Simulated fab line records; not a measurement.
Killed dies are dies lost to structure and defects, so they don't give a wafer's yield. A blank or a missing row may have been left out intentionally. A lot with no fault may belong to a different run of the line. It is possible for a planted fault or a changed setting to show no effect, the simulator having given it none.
A lot that was struck, set against a sound lot ; flow sky130 ; 40 steps out of a route of 708
Sound: wafers L957.3, L957.5, L957.6. Struck: wafers L963.1, L963.3, L963.4. Last of all comes the cause.
Each step with rows lists, per side, the tool, then ch with its chambers, then its first start. Under that, the readings that differ: sound wafers ; struck wafers ; difference of the means ; sigmas: that difference in standard deviations of wafers without a fault.
alike: words and numbers the same on both sides, and readings whose means are apart by under 2 such deviations; not compared: readings that were withheld, readings missing a value for some wafer, numbers with overlapping values and no deviation given by the record, and bounds like >300 which may hide the same value.
The two part at a step that has a row with sigmas, a row that says differs or no value, or rows on one side only. Numbers that don't overlap but have no deviation are shown without sigmas and don't part them. Lack of a reading on every wafer of one side parts them only where that side has two or more wafers.

first, 9 steps without rows for these wafers: SKY_VT_ADJUST_HVTP_COAT_02 (resist thk 1140 nm); SKY_VT_ADJUST_HVTP_SOFTBAKE_03 (time 60 s); SKY_VT_ADJUST_HVTP_EXPOSE_04 (exposes mask HVTPM, target cd 380 nm); SKY_VT_ADJUST_HVTP_PEB_05; SKY_VT_ADJUST_HVTP_DEVELOP_06 (develop time 60 s); SKY_VT_ADJUST_HVTP_IMPLANT_09; SKY_VT_ADJUST_HVTP_STRIP_10 (strips in O2/N2); SKY_VT_ADJUST_LVTN_DEHYDRATE_00 (time 60 s); SKY_VT_ADJUST_LVTN_HMDS_01 (prime time 60 s).
SKY_VT_ADJUST_LVTN_COAT_02: resist thk 3000 nm.
  sound on litho-track-01 ch 0, day 8 08:30; struck on litho-track-01, day 9 21:48
  no value came back on the struck wafers for chill-plate-temp-C (C), dispense-pressure-kPa (kPa), exhaust-pa (Pa); on the sound wafers chill-plate-temp-C (C) reads 22.98 23.02 22.93
then, 4 steps without rows for these wafers: SKY_VT_ADJUST_LVTN_SOFTBAKE_03; SKY_VT_ADJUST_LVTN_EXPOSE_04 (exposes mask NWM COMPLEMENT LESS NATIVE, target cd 840 nm); SKY_VT_ADJUST_LVTN_PEB_05; SKY_VT_ADJUST_LVTN_DEVELOP_06 (develop time 60 s).
SKY_VT_ADJUST_LVTN_OVL_MEAS_07:
  sound on overlay-02, day 8 18:40; struck on overlay-02, day 10 09:03
reading;sound;struck;difference;sigmas
VT_ADJUST_LVTN_OVL (nm);-2.5 -1.7 -0.7;- - -;no value on the struck wafers;
then, 11 steps without rows for these wafers: SKY_VT_ADJUST_LVTN_IMPLANT_08; SKY_VT_ADJUST_LVTN_STRIP_09 (strips in O2/N2); SKY_VT_ADJUST_LVTN_DEHYDRATE_11 (time 60 s); SKY_VT_ADJUST_LVTN_HMDS_12 (prime time 60 s); SKY_VT_ADJUST_LVTN_COAT_13 (resist thk 1140 nm); SKY_VT_ADJUST_LVTN_SOFTBAKE_14 (time 60 s); SKY_VT_ADJUST_LVTN_EXPOSE_15 (exposes mask HVN STD DERIVED, target cd 600 nm); SKY_VT_ADJUST_LVTN_PEB_16; SKY_VT_ADJUST_LVTN_DEVELOP_17 (develop time 60 s); SKY_VT_ADJUST_LVTN_IMPLANT_19; SKY_VT_ADJUST_LVTN_STRIP_20 (strips in O2/N2).
SKY_VT_ADJUST_LVTN_TW_MEAS_21:
  sound on film-metro-02, day 9 16:40; struck on film-metro-04, day 11 09:02
reading;sound;struck;difference;sigmas
VT_ADJUST_LVTN_2_TW;190.5 190.3 190.0;266.9 266.7 264.9;+75.9;+54
then, 8 steps without rows for these wafers: SKY_VT_ADJUST_NCORE_DEHYDRATE_00 (time 60 s); SKY_VT_ADJUST_NCORE_HMDS_01 (prime time 60 s); SKY_VT_ADJUST_NCORE_COAT_02 (resist thk 1121 nm); SKY_VT_ADJUST_NCORE_SOFTBAKE_03 (time 60 s); SKY_VT_ADJUST_NCORE_EXPOSE_04 (exposes mask LVTN COMPLEMENT THIN, target cd 380 nm); SKY_VT_ADJUST_NCORE_PEB_05; SKY_VT_ADJUST_NCORE_DEVELOP_06 (develop time 60 s); SKY_VT_ADJUST_NCORE_IMPLANT_09.
SKY_VT_ADJUST_NCORE_TW_MEAS_11:
  sound on film-metro-03, day 10 15:08; struck on film-metro-01, day 12 09:17
reading;sound;struck;difference;sigmas
VT_ADJUST_NCORE_TW;221.0 219.8 220.6;280.3 279.3 279.2;+59.1;+31
SKY_VT_ADJUST_HVTR_TW_MEAS_11:
  sound on film-metro-04, day 11 14:12; struck on film-metro-04, day 13 10:50
reading;sound;struck;difference;sigmas
VT_ADJUST_HVTR_TW;209.6 210.0 210.1;278.3 278.8 277.3;+68.2;+52
SKY_VT_ADJUST_PCH_TW_MEAS_10:
  sound on film-metro-04, day 12 14:26; struck on film-metro-04, day 14 12:07
reading;sound;struck;difference;sigmas
VT_ADJUST_PCH_TW;142.1 141.9 142.9;250.1 249.6 250.1;+107.6;+90
SKY_SONOS_TUNNEL_TW_MEAS_12:
  sound on film-metro-04, day 13 15:34; struck on film-metro-03, day 15 15:32
reading;sound;struck;difference;sigmas
SONOS_TUNNEL_TW;197.8 198.1 197.6;271.9 273.2 272.1;+74.6;+62
-- here the record skips 34 days between the struck wafers' starts before and after, leaving off in module SONOS_TUNNEL and picking up in module PAD_OPEN (first step shown: number 708 of the route) --
SKY_PAD_OPEN_PROBE_99:
  sound on prober-01, day 49 03:43; struck on prober-02, day 49 06:37
reading;sound;struck;difference;sigmas
killed-at-front-end;14 16 9;414 411 434;+407;+97
killed-dies;78 71 78;492 492 492;+416;+42
killed-on-rim;13 12 16;96 96 96;+82;+22
  alike: killed_at_M0_to_M3, killed_at_M4_up, killed-at-contacts, killed-at-other, killed-open, killed-short

== WHERE THEY PART ==
First at SKY_VT_ADJUST_LVTN_COAT_02; last, within this record, at SKY_PAD_OPEN_PROBE_99.

WHY: the cause the simulator had injected
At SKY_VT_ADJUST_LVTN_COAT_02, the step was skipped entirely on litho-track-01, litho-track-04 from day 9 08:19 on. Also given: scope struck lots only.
